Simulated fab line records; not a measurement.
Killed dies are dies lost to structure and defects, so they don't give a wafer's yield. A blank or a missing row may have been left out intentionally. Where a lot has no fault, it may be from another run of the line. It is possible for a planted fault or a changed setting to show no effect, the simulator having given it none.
The tool behind it: which one? -- flow sky130 -- Sampling: 24 lots, 72 wafers, 6 of 708 route steps

WHAT THE GAUGES SHOWED, per wafer
SKY_POLY_GATE_CD_MEAS_22.
lot,measured,on,cdNm (nm)
L074,day 16 01:39,cdSem-02,150.6 147.6 147.9
L075,day 16 09:48,cdSem-01,147.4 145.4 148.6
L076,day 16 20:41,cdSem-02,148.6 151.7 147.3
L077,day 18 15:53,cdSem-02,152.1 151.1 151.6
L079,day 19 05:26,cdSem-01,153.4 149.8 154.0
L078,day 19 10:13,cdSem-01,153.7 151.8 150.9
L080,day 19 13:15,cdSem-02,146.8 147.7 146.4
L081,day 19 23:04,cdSem-02,151.1 150.6 150.8
L082,day 20 04:23,cdSem-02,148.7 145.3 145.4
L084,day 20 07:10,cdSem-02,150.4 150.7 151.3
L083,day 20 08:25,cdSem-02,146.8 148.2 147.6
L086,day 21 02:00,cdSem-01,149.3 149.7 149.3
L085,day 21 06:37,cdSem-01,150.1 148.8 151.3
L087,day 21 10:57,cdSem-01,152.5 151.8 150.0
L088,day 21 17:35,cdSem-02,147.1 151.1 148.4
L089,day 22 01:44,cdSem-02,149.5 152.8 149.1
L090,day 22 06:29,cdSem-02,149.2 148.7 146.6
L091,day 22 13:21,cdSem-02,147.3 150.1 147.5
L092,day 22 22:47,cdSem-02,152.7 152.1 152.1
L093,day 23 05:34,cdSem-02,149.8 148.3 149.3
L094,day 23 21:00,cdSem-01,149.0 150.1 152.3
L095,day 24 04:49,cdSem-02,152.3 151.8 149.0
L096,day 24 07:58,cdSem-01,151.8 152.8 150.6
L097,day 24 18:37,cdSem-01,147.5 147.6 147.1

SKY_LDD_HVN_TW_MEAS_10.
lot,measured,on,LDD_HVN_TW
L074,day 19 19:35,filmMetro-01,1458 1461 1458
L075,day 20 03:29,filmMetro-04,1453 1457 1459
L076,day 20 15:23,filmMetro-02,1454 1458 1453
L077,day 22 13:52,filmMetro-01,1441 1439 1445
L079,day 23 03:16,filmMetro-04,1459 1461 1463
L078,day 23 07:13,filmMetro-01,1448 1454 1451
L080,day 23 10:22,filmMetro-02,1456 1464 1469
L081,day 23 20:20,filmMetro-04,1455 1462 1455
L082,day 24 00:36,filmMetro-04,1469 1461 1462
L084,day 24 04:20,filmMetro-01,1451 1451 1445
L083,day 24 05:24,filmMetro-02,1463 1470 1460
L086,day 24 21:47,filmMetro-01,1461 1472 1452
L085,day 25 02:29,filmMetro-04,1465 1465 1462
L087,day 25 06:56,filmMetro-04,1464 1466 1462
L088,day 25 13:48,filmMetro-01,1461 1452 1455
L089,day 25 21:22,filmMetro-01,1464 1464 1457
L090,day 26 02:39,filmMetro-01,1443 1454 1444
L091,day 26 08:15,filmMetro-01,1449 1441 1444
L092,day 26 16:52,filmMetro-04,1457 1464 1453
L093,day 27 01:06,filmMetro-04,1450 1463 1465
L094,day 27 15:12,filmMetro-01,1446 1449 1455
L095,day 27 22:02,filmMetro-01,1464 1454 1453
L096,day 28 00:47,filmMetro-01,1448 1448 1442
L097,day 28 10:44,filmMetro-04,1474 1469 1465

SKY_CONTACT_THK_MEAS_03.
lot,measured,on,CONTACT_HDPCVD_THK (nm)
L074,day 30 00:30,filmMetro-01,558 561 565
L075,day 30 04:39,filmMetro-03,561 565 560
L076,day 30 19:35,filmMetro-03,568 565 565
L077,day 32 12:29,filmMetro-04,566 561 566
L079,day 32 23:17,filmMetro-04,568 570 567
L078,day 33 03:25,filmMetro-04,568 568 571
L080,day 33 05:45,filmMetro-01,570 563 567
L081,day 33 13:35,filmMetro-01,564 570 568
L082,day 33 17:07,filmMetro-03,567 565 563
L084,day 33 23:13,filmMetro-01,553 555 553
L083,day 33 23:32,filmMetro-01,560 557 566
L086,day 34 14:08,filmMetro-03,562 561 561
L085,day 34 16:41,filmMetro-04,567 572 570
L087,day 34 20:03,filmMetro-04,568 568 566
L088,day 35 05:15,filmMetro-03,565 564 559
L089,day 35 09:35,filmMetro-03,566 565 559
L090,day 35 16:44,filmMetro-03,564 558 562
L091,day 35 19:52,filmMetro-03,568 569 566
L092,day 36 03:34,filmMetro-01,566 564 567
L093,day 36 09:13,filmMetro-01,556 561 558
L094,day 36 23:41,filmMetro-01,568 566 561
L095,day 37 05:01,filmMetro-04,564 557 563
L096,day 37 09:22,filmMetro-01,565 560 559
L097,day 37 16:45,filmMetro-03,557 561 565

SKY_CAPM_THK_MEAS_04: measures by xrf.
lot,measured,on,CAPM_TIN_THK (nm)
L074,day 36 01:29,filmMetro-03,192.7 193.6 193.2
L075,day 36 03:24,filmMetro-03,196.8 200.3 198.6
L076,day 36 18:05,filmMetro-03,193.7 196.2 193.8
L077,day 38 10:14,filmMetro-04,197.7 196.2 198.8
L079,day 38 19:12,filmMetro-04,198.4 198.3 198.7
L078,day 38 22:07,filmMetro-03,195.6 195.1 195.4
L080,day 39 02:01,filmMetro-02,197.4 199.8 197.4
L081,day 39 08:22,filmMetro-03,195.0 195.6 194.5
L082,day 39 13:05,filmMetro-03,200.3 198.7 198.9
L084,day 39 17:33,filmMetro-02,196.8 195.7 198.5
L083,day 39 18:27,filmMetro-04,199.9 197.7 198.6
L086,day 40 06:34,filmMetro-02,198.8 197.9 199.3
L085,day 40 07:58,filmMetro-04,201.9 201.0 201.1
L087,day 40 12:11,filmMetro-03,196.5 198.3 197.5
L088,day 40 20:07,filmMetro-04,197.9 199.5 199.7
L089,day 40 23:41,filmMetro-03,195.3 192.6 193.1
L090,day 41 07:59,filmMetro-04,195.9 195.5 198.7
L091,day 41 09:04,filmMetro-02,197.6 196.6 199.1
L092,day 41 17:02,filmMetro-04,198.0 196.6 197.2
L093,day 41 23:15,filmMetro-03,197.1 195.6 194.1
L094,day 42 12:03,filmMetro-03,195.1 196.0 194.1
L095,day 42 17:19,filmMetro-03,197.1 197.3 197.6
L096,day 42 20:20,filmMetro-04,201.6 201.3 201.4
L097,day 43 03:00,filmMetro-04,196.1 195.4 195.9

SKY_METAL3_OVL_MEAS_14.
lot,measured,on,METAL3_OVL (nm)
L074,day 38 05:53,overlay-01,-3 6 -2
L075,day 38 07:58,overlay-02,4 -2 4
L076,day 38 21:35,overlay-01,3 1 1
L077,day 40 12:06,overlay-01,-6 -5 8
L079,day 40 20:12,overlay-01,-1 -4 1
L078,day 40 22:53,overlay-02,5 4 3
L080,day 41 03:43,overlay-01,-5 2 2
L081,day 41 09:36,overlay-01,6 1 14
L082,day 41 13:42,overlay-01,-3 6 2
L084,day 41 18:06,overlay-01,4 13 4
L083,day 41 19:04,overlay-01,-2 -5 0
L086,day 42 06:38,overlay-01,-6 2 0
L085,day 42 09:29,overlay-01,9 13 10
L087,day 42 12:30,overlay-01,2 6 -2
L088,day 42 20:30,overlay-02,4 15 2
L089,day 42 23:41,overlay-02,1 4 3
L090,day 43 07:44,overlay-01,9 5 2
L091,day 43 08:54,overlay-01,13 6 12
L092,day 43 16:23,overlay-01,3 3 3
L093,day 43 21:17,overlay-01,-12 -9 9
L094,day 44 09:45,overlay-01,7 0 6
L095,day 44 15:21,overlay-01,2 4 -3
L096,day 44 17:08,overlay-01,12 7 5
L097,day 44 23:11,overlay-02,13 4 7

TOOL THAT RAN EACH LOT (tool first, then ch and the chambers of the sampled wafers, then the start)
lot,SKY_METAL2_DESCUM_17
L074,"rieMetal-02 ch 0,1, day 34 19:29"
L075,"rieMetal-01 ch 0,1, day 34 21:53"
L076,"rieMetal-01 ch 0,1, day 35 12:08"
L077,"rieMetal-02 ch 1, day 37 04:16"
L079,"rieMetal-03 ch 0,1, day 37 14:05"
L078,"rieMetal-02 ch 0,1, day 37 17:19"
L080,"rieMetal-02 ch 0, day 37 20:41"
L081,"rieMetal-02 ch 0,1, day 38 03:23"
L082,"rieMetal-02 ch 0,1, day 38 08:40"
L084,"rieMetal-01 ch 0,1, day 38 13:31"
L083,"rieMetal-03 ch 0,1, day 38 13:52"
L086,"rieMetal-02 ch 0,1, day 39 02:45"
L085,"rieMetal-01 ch 0,1, day 39 04:56"
L087,"rieMetal-03 ch 0,1, day 39 08:41"
L088,"rieMetal-01 ch 1, day 39 16:50"
L089,"rieMetal-03 ch 0,1, day 39 20:38"
L090,"rieMetal-03 ch 0,1, day 40 04:36"
L091,"rieMetal-02 ch 0, day 40 05:20"
L092,"rieMetal-03 ch 0,1, day 40 13:23"
L093,"rieMetal-01 ch 0, day 40 19:27"
L094,"rieMetal-02 ch 0,1, day 41 08:59"
L095,"rieMetal-02 ch 0,1, day 41 14:27"
L096,"rieMetal-02 ch 0,1, day 41 17:47"
L097,"rieMetal-01 ch 0,1, day 42 00:33"
- SKY_METAL2_DESCUM_17: chemistry O2, time 8 s.

AS READ BY THE TOOLS THEMSELVES (means over the sampled wafers that have a number; for cases with no such wafer, the mark the record gives instead)
SKY_METAL2_DESCUM_17.
lot,tool,drypumpMotorCurrentA (A),oesProductAu (a.u.)
L074,rieMetal-02,5.6,0.996
L075,rieMetal-01,4.9,0.983
L076,rieMetal-01,5.1,0.995
L077,rieMetal-02,5.6,1.005
L079,rieMetal-03,5.2,1.002
L078,rieMetal-02,5.6,1.006
L080,rieMetal-02,5.5,1.005
L081,rieMetal-02,5.6,1.010
L082,rieMetal-02,5.6,1.011
L084,rieMetal-01,4.9,0.994
L083,rieMetal-03,4.9,1.009
L086,rieMetal-02,5.6,1.010
L085,rieMetal-01,5.1,0.993
L087,rieMetal-03,4.9,0.997
L088,rieMetal-01,4.7,0.982
L089,rieMetal-03,4.9,1.008
L090,rieMetal-03,5.2,1.010
L091,rieMetal-02,5.5,1.012
L092,rieMetal-03,4.9,1.013
L093,rieMetal-01,5.3,0.996
L094,rieMetal-02,5.5,1.006
L095,rieMetal-02,5.6,1.014
L096,rieMetal-02,5.6,1.012
L097,rieMetal-01,5.1,0.995

THE ANSWER, worked out from the rows above alone
Rule: the usual values come from the lots themselves. The widest of any qualifying gaps counts: lots, ordered by their means at a reading, are off when they make up no more than a third of the lots, leave a main group of 4 or more, and stand apart from it by 3 or more times the standard deviation of that group's means. A main group is skipped when, at the precision printed for the reading in the tables above, its means are all equal. A lot without any number at a reading at which 4 lots or more have one is off too. The other lots that the step has rows for count as sound. First the gauges in route order, then the tools' own readings, where a lot's mean is used as printed above. The first step at which some lot is off is used, and at that step the reading that is off furthest; a lot without a number counts as furthest.
No lot is off at any reading shown: from this, nothing can be told.

WHAT THE SIMULATOR HAD PUT IN
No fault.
